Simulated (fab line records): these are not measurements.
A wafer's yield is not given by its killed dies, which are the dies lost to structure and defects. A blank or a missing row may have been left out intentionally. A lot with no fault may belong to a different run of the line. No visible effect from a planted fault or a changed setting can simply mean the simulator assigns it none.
Comparing a struck lot with a sound one + flow sfqLine + 41 steps out of a route of 325
Sound: the wafers L771.2, L771.3, L771.6. Struck: wafer L781.4 (left out: L781.2, L781.3 of the same lot, which were not struck); the cause appears at the end.
Order at every step that has rows: each side's tool, ch and its chambers, its first start. Under that, the readings that differ: sound wafers + struck wafers + difference of the means + sigmas: that difference in standard deviations of wafers without a fault.
alike: same words and numbers on both sides, and readings whose means sit less than 2 such deviations apart. not compared: any withheld reading, any reading some wafer has no value for, any bound like >300 that may hide the same value, and any number with overlapping values for which the record gives no deviation.
A row with sigmas, a row that says differs or no value, or rows on one side alone: a step with any of these is where the two part. Numbers that have no deviation but don't overlap get no sigmas and don't part them. Lack of a reading on every wafer of one side parts them only where that side has two or more wafers.

first, 6 steps without rows for these wafers: SFQ_TRILAYER_L0_VIA_LITHO_COAT_018 (resist thk 62 nm); SFQ_TRILAYER_L0_VIA_LITHO_COAT_013 (resist thk 650 nm); SFQ_TRILAYER_L0_VIA_LITHO_SOFTBAKE_017; SFQ_TRILAYER_L0_VIA_LITHO_EXPOSE_014 (exposes mask L0V, target cd 700 nm); SFQ_TRILAYER_L0_VIA_LITHO_PEB_016 (peb time 60 s); SFQ_TRILAYER_L0_VIA_LITHO_DEVELOP_015 (time 60 s).
SFQ_L0V_OVL_MEAS_903:
  sound: overlay-02 at day 7 12:28; struck: overlay-02 at day 11 01:17
  alike: L0V_OVL
then, 5 steps without rows for these wafers: SFQ_TRILAYER_L0_VIA_BARC_OPEN_VIA_ETCH_021 (etches BARC in O2, target depth 125 nm, time 41.7 s); SFQ_TRILAYER_L0_VIA_ETCH_VIA_ETCH_016 (etches SiO2 in CHF3, stops on MoNx KI, target depth 80 nm); SFQ_TRILAYER_L0_VIA_STRIP_STRIP_017 (strips in O2); SFQ_TRILAYER_L0_VIA_STRIP_SOLV_CLEAN_018 (cleans in NMP, time 600 s); SFQ_TRILAYER_M0_DEP_PRE_CLEAN_020 (time 15 s).
SFQ_TRILAYER_M0_DEP_SPUTTER_019: material Nb, target thk 200 nm, time 133.3 s.
  sound: pvdSputter-04 at day 7 13:23; struck: pvdSputter-06 at day 11 02:12
| reading                                            | sound           | struck | difference | sigmas |
|----------------------------------------------------|-----------------|--------|------------|--------|
| model.Nb_of_TRILAYER_M0_DEP_SPUTTER_019.thkNm (nm) | 197.7 201.6 202 | 294.8  | +94.4      |        |
  alike: throttleValvePct
SFQ_M0_RS_MEAS_904: uses a four-point probe to measure.
  sound: filmMetro-04 at day 7 13:30; struck: filmMetro-01 at day 11 02:36
| reading           | sound             | struck | difference | sigmas |
|-------------------|-------------------|--------|------------|--------|
| M0_NB_RS (ohm/sq) | 0.898 0.882 0.879 | 0.603  | -0.283     | -30    |
  not compared: hold
then, 5 steps without rows for these wafers: SFQ_TRILAYER_M0_LITHO_COAT_021 (resist thk 600 nm); SFQ_TRILAYER_M0_LITHO_SOFTBAKE_025; SFQ_TRILAYER_M0_LITHO_EXPOSE_022 (exposes mask M0, target cd 500 nm); SFQ_TRILAYER_M0_LITHO_PEB_024 (peb time 60 s); SFQ_TRILAYER_M0_LITHO_DEVELOP_023 (time 60 s).
-- the record jumps here: 5 days lie between the struck wafers' starts before and after --
SFQ_M0_OVL_MEAS_906:
  sound: overlay-01 at day 12 00:05; struck: overlay-01 at day 15 19:37
  alike: M0_OVL
then, 1 step without rows for these wafers: SFQ_TRILAYER_M0_BARC_OPEN_METAL_ETCH_031 (etches BARC in O2, target depth 125 nm, time 41.7 s).
SFQ_TRILAYER_M0_ETCH_METAL_ETCH_024: etches Nb in Cl2/Ar, stops on SiO2, target depth 240 nm, time 120 s.
  sound on rieMetal-01 ch 0,1, day 12 00:11; struck on rieMetal-02 ch 0, day 15 19:42
| reading             | sound             | struck | difference | sigmas |
|---------------------|-------------------|--------|------------|--------|
| oesProductAu (a.u.) | 0.886 0.896 0.904 | 1.020  | +0.125     | +17    |
  alike: drypumpMotorCurrentA, heBacksideLeakSccm
  not compared: rfHoursCounterH
SFQ_TRILAYER_M0_STRIP_STRIP_025: strips in O2.
  sound on rieMetal-01 ch 0,1, day 12 00:18; struck on rieMetal-02 ch 0, day 15 19:50
| reading             | sound             | struck | difference | sigmas |
|---------------------|-------------------|--------|------------|--------|
| oesProductAu (a.u.) | 0.999 0.992 0.979 | 1.021  | +0.031     | +3     |
| platenTempC (C)     | 39.73 40.12 39.58 | 40.17  | +0.36      | +3     |
  alike: drypumpMotorCurrentA, heBacksideLeakSccm
  not compared: rfHoursCounterH
then, 2 steps without rows for these wafers: SFQ_TRILAYER_M0_STRIP_SOLV_CLEAN_026 (cleans in NMP, time 600 s); SFQ_TRILAYER_I0_DEP_PECVD_027 (deposits SiO2 from SiH4/N2O, time 111.11 s, target thk 500 nm).
SFQ_TRILAYER_I0_CMP_CMP_028: polishes SiO2.
  sound on cmp-02 ch 1,2,3, day 12 02:16; struck on cmp-02 ch 2, day 15 21:41
  alike: motorCurrentA, timeToEndpointS
SFQ_I0_BOW_MEAS_907:
  sound: filmMetro-01 at day 12 04:17; struck: filmMetro-02 at day 15 23:42
  alike: I0_BOW
SFQ_TRILAYER_I0_METRO_MEASURE_029:
  sound: filmMetro-01 at day 12 04:35; struck: filmMetro-02 at day 16 00:00
  alike: thkNm
then, 6 steps without rows for these wafers: SFQ_TRILAYER_I0_VIA_LITHO_COAT_036 (resist thk 62 nm); SFQ_TRILAYER_I0_VIA_LITHO_COAT_031 (resist thk 650 nm); SFQ_TRILAYER_I0_VIA_LITHO_SOFTBAKE_035; SFQ_TRILAYER_I0_VIA_LITHO_EXPOSE_032 (exposes mask I0, target cd 500 nm); SFQ_TRILAYER_I0_VIA_LITHO_PEB_034 (peb time 60 s); SFQ_TRILAYER_I0_VIA_LITHO_DEVELOP_033 (time 60 s).
-- the record jumps here: 6 days lie between the struck wafers' starts before and after --
SFQ_I0_OVL_MEAS_908:
  sound: overlay-01 at day 17 07:45; struck: overlay-02 at day 21 20:43
  alike: I0_OVL
SFQ_TRILAYER_I0_VIA_BARC_OPEN_VIA_ETCH_046: etches BARC in O2, target depth 125 nm, time 41.7 s.
  sound on rieDiel-02 ch 0,1,3, day 17 07:47; struck on rieDiel-03 ch 3, day 21 20:44
  alike: drypumpMotorCurrentA, oesProductAu
  not compared: rfHoursCounterH
SFQ_TRILAYER_I0_VIA_ETCH_VIA_ETCH_034: etches SiO2 in CHF3, stops on Nb, target depth 260 nm.
  sound on rieDiel-02 ch 0,1,3, day 17 07:49; struck on rieDiel-03 ch 3, day 21 20:47
  alike: drypumpMotorCurrentA, oesProductAu
then, 3 steps without rows for these wafers: SFQ_TRILAYER_I0_VIA_STRIP_STRIP_035 (strips in O2); SFQ_TRILAYER_I0_VIA_STRIP_SOLV_CLEAN_036 (cleans in NMP, time 600 s); SFQ_TRILAYER_M1_DEP_PRE_CLEAN_038 (time 22.5 s).
-- the record jumps here: 63 days lie between the struck wafers' starts before and after --
SFQ_M8_BOW_MEAS_951:
  sound: filmMetro-04 at day 81 08:29; struck: filmMetro-02 at day 85 08:29
| reading                     | sound               | struck | difference | sigmas |
|-----------------------------|---------------------|--------|------------|--------|
| model.etest.m0.combLog10Ohm | 12 12 12            | 0      | -12        |        |
| model.etest.m0.ohmSq        | 0.8997 0.882 0.8804 | 0.6034 | -0.2840    |        |
  alike: M8_BOW

## WHERE THEY PART
Last at SFQ_TRILAYER_M0_STRIP_STRIP_025 as far as this record goes, first at SFQ_M0_RS_MEAS_904. Later steps at which nothing parts them and some readings are alike: SFQ_TRILAYER_I0_CMP_CMP_028, SFQ_I0_BOW_MEAS_907, SFQ_TRILAYER_I0_METRO_MEASURE_029, SFQ_I0_OVL_MEAS_908, SFQ_TRILAYER_I0_VIA_BARC_OPEN_VIA_ETCH_046, SFQ_TRILAYER_I0_VIA_ETCH_VIA_ETCH_034, SFQ_M8_BOW_MEAS_951.

WHY: what the simulator had put in
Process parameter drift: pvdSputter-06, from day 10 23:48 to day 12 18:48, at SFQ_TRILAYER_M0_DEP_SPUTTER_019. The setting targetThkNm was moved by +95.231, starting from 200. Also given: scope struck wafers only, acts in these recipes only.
